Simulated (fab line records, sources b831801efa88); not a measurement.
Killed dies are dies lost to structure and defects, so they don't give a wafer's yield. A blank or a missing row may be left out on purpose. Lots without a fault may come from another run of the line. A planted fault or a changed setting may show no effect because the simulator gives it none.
Tool commonality check | flow gf180mcu | 13 lots, 39 wafers sampled

WHY IT WAS OPENED
At GF_HV_LDD_OVL_MEAS_20 the reading HV_LDD_01_OVL is flagged on 2 of 13 lots. Wafers without a fault read 1.1 nm, standard deviation 1.3.
Rule: a lot is flagged when every wafer of it that has a number lies more than 4 standard deviations from that mean, or none has a number. The other lots count as sound.

lot  | measured     | on         | HV_LDD_01_OVL (nm), wafer by wafer | flag
L933 | day 10 18:34 | overlay-01 | -0.1 1.4 -0.2                      |
L934 | day 11 03:15 | overlay-01 | 2.1 0.5 2.5                        |
L935 | day 11 11:44 | overlay-02 | 2.6 2.2 -0.3                       |
L936 | day 11 17:51 | overlay-01 | 2.6 1.3 0.5                        |
L937 | day 12 00:56 | overlay-02 | 0.1 1.5 0.5                        |
L941 | day 13 12:18 | overlay-02 | 0.8 0.5 1.0                        |
L944 | day 14 05:35 | overlay-01 | 63.9 65.6 62.2                     | FLAGGED
L945 | day 14 13:15 | overlay-01 | 62.7 63.6 61.8                     | FLAGGED
L947 | day 15 09:44 | overlay-01 | 2.5 0.1 -0.2                       |
L949 | day 15 19:23 | overlay-01 | 0.9 2.2 2.5                        |
L952 | day 16 22:05 | overlay-02 | 2.4 0.9 2.1                        |
L953 | day 17 12:18 | overlay-02 | 2.0 2.1 1.8                        |
L954 | day 17 13:28 | overlay-01 | 2.3 2.0 3.4                        |
The numbers of the flagged lots are 63.3 nm on average: +62.2 nm against the usual, or +48 standard deviations.

WHICH TOOL RAN EACH LOT
The record holds 1 process step before the reading, out of a route of 602 steps. In each cell: the tool, then ch and the chambers that the sampled wafers went through, then the start.
lot  | flag    | GF_HV_LDD_EXPOSE_16
L933 |         | iline_stepper-02 ch 0, day 10 09:40
L934 |         | iline_stepper-01 ch 0, day 10 17:54
L935 |         | iline_stepper-02 ch 0, day 11 02:21
L936 |         | iline_stepper-02 ch 0, day 11 08:34
L937 |         | iline_stepper-01 ch 0, day 11 15:04
L941 |         | iline_stepper-02 ch 0, day 13 02:22
L944 | FLAGGED | iline_stepper-01 ch 0, day 13 19:17
L945 | FLAGGED | iline_stepper-01 ch 0, day 14 02:40
L947 |         | iline_stepper-02 ch 0, day 14 23:10
L949 |         | iline_stepper-02 ch 0, day 15 08:58
L952 |         | iline_stepper-02 ch 0, day 16 10:43
L953 |         | iline_stepper-02 ch 0, day 17 00:44
L954 |         | iline_stepper-02 ch 0, day 17 01:20
What these steps do:
- GF_HV_LDD_EXPOSE_16: exposes mask Pplus LV AREA, target cd 400 nm.
- GF_HV_LDD_OVL_MEAS_20

FLAGGED OVER TOTAL, TOOL BY TOOL (the gauges that took the reading come last)
step                  | tool             | lots run | flagged | share of the flagged lots | sound lots run after its first flagged lot
GF_HV_LDD_EXPOSE_16   | iline_stepper-01 | 4        | 2       | all                       | 0
GF_HV_LDD_EXPOSE_16   | iline_stepper-02 | 9        | 0       | none                      | -
GF_HV_LDD_OVL_MEAS_20 | overlay-01       | 8        | 2       | all                       | 3 (L947,L949,L954)
GF_HV_LDD_OVL_MEAS_20 | overlay-02       | 5        | 0       | none                      | -

WHAT THE TABLE ALLOWS
2 rows of the table ran every flagged lot: iline_stepper-01 at GF_HV_LDD_EXPOSE_16, overlay-01 at GF_HV_LDD_OVL_MEAS_20.
- iline_stepper-01 at GF_HV_LDD_EXPOSE_16: 2 of its 4 lots flagged. Its last sound lot is L937 (day 11 15:04), its first flagged lot L944 (day 13 19:17): a fault that began between those two fits.
- overlay-01 at GF_HV_LDD_OVL_MEAS_20: 2 of its 8 lots flagged. Sound lots ran on it after the first flagged one (L947, L949, L954), which a lasting fault on the whole tool wouldn't allow.
One tool is left: iline_stepper-01 at GF_HV_LDD_EXPOSE_16.

WHAT THE SIMULATOR HAD PUT IN
Scanner matching overlay: iline_stepper-01, from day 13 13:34 on, at GF_HV_LDD_EXPOSE_16. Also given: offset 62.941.
Lots struck among those shown: L944, L945. The rule above found the same.
